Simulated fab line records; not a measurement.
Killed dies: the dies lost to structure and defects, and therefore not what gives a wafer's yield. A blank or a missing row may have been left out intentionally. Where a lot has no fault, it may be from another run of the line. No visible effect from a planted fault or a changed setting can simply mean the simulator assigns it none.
2 desks looking at one fault ; flow sky130 ; numbers are kept per desk, each desk with only its own; the story behind them comes last

== AT THE METROLOGY DESK ==
What the gauges read for every lot (on any tool): the sampled wafers with a number, averaged. A lot is out of limits, marked OUT, if its mean lies more than 4 standard deviations from the usual mean; the brackets give that distance.
Columns: A = PASSIVATION_CVD_02_THK at SKY_PASSIVATION_THK_MEAS_03, usual 539 nm
lot;first seen here;A
L370;day 44 12:40;546
L372;day 44 19:08;535
L374;day 45 10:35;535
L375;day 45 13:35;540
L377;day 46 04:58;536
L378;day 46 10:41;542
L379;day 46 22:39;537
L380;day 47 00:49;537
L381;day 47 04:59;544
L388;day 48 14:57;538
L389;day 49 04:16;535
L391;day 49 08:29;542
This desk found nothing out of limits on any of the 12 lots.

== AT THE TOOL OWNER'S DESK: plasma-asher-01 ==
The tool's own readings at SKY_FIELD_ISO_STRIP_16 (strips in O2/N2): means of the sampled wafers that have a number, for each lot that ran on this tool. A lot is out of limits, marked OUT, if its mean lies more than 4 standard deviations from the usual mean; the brackets give that distance.
Columns: A = chamber-pressure-mTorr at SKY_FIELD_ISO_STRIP_16, usual 1500.1 mTorr; B = drypump-motor-current-A at SKY_FIELD_ISO_STRIP_16, usual 6.0 A; C = n2-flow-sccm at SKY_FIELD_ISO_STRIP_16, usual 299.9 sccm; D = oes-product-au at SKY_FIELD_ISO_STRIP_16, usual 0.378 a.u.; E = strip-time-to-endpoint-s at SKY_FIELD_ISO_STRIP_16, usual 3.55 s
lot;first seen here;A;B;C;D;E
L370;day 2 05:22;1501.3;6.3;300.1;0.384;3.57
L372;day 2 14:40;1498.8;6.4;299.8;0.377;3.58
L374;day 3 08:46;1500.0;6.4;299.6;0.377;3.53
L378;day 3 23:10;1499.7;6.3;299.6;0.375;3.56
L379;day 4 02:52;1499.4;6.3;299.7;0.376;3.55
L388;day 6 03:05;1500.2;6.3;300.4;0.379;3.57
L389;day 6 06:59;1502.0;6.1;299.7;0.379;3.58
This desk found nothing out of limits on any of the 7 lots.

== ALL TOGETHER ==
At the metrology desk, nothing out of limits was observed.
The tool owner's desk saw nothing out of limits.

== WHAT WAS PUT IN BY THE SIMULATOR ==
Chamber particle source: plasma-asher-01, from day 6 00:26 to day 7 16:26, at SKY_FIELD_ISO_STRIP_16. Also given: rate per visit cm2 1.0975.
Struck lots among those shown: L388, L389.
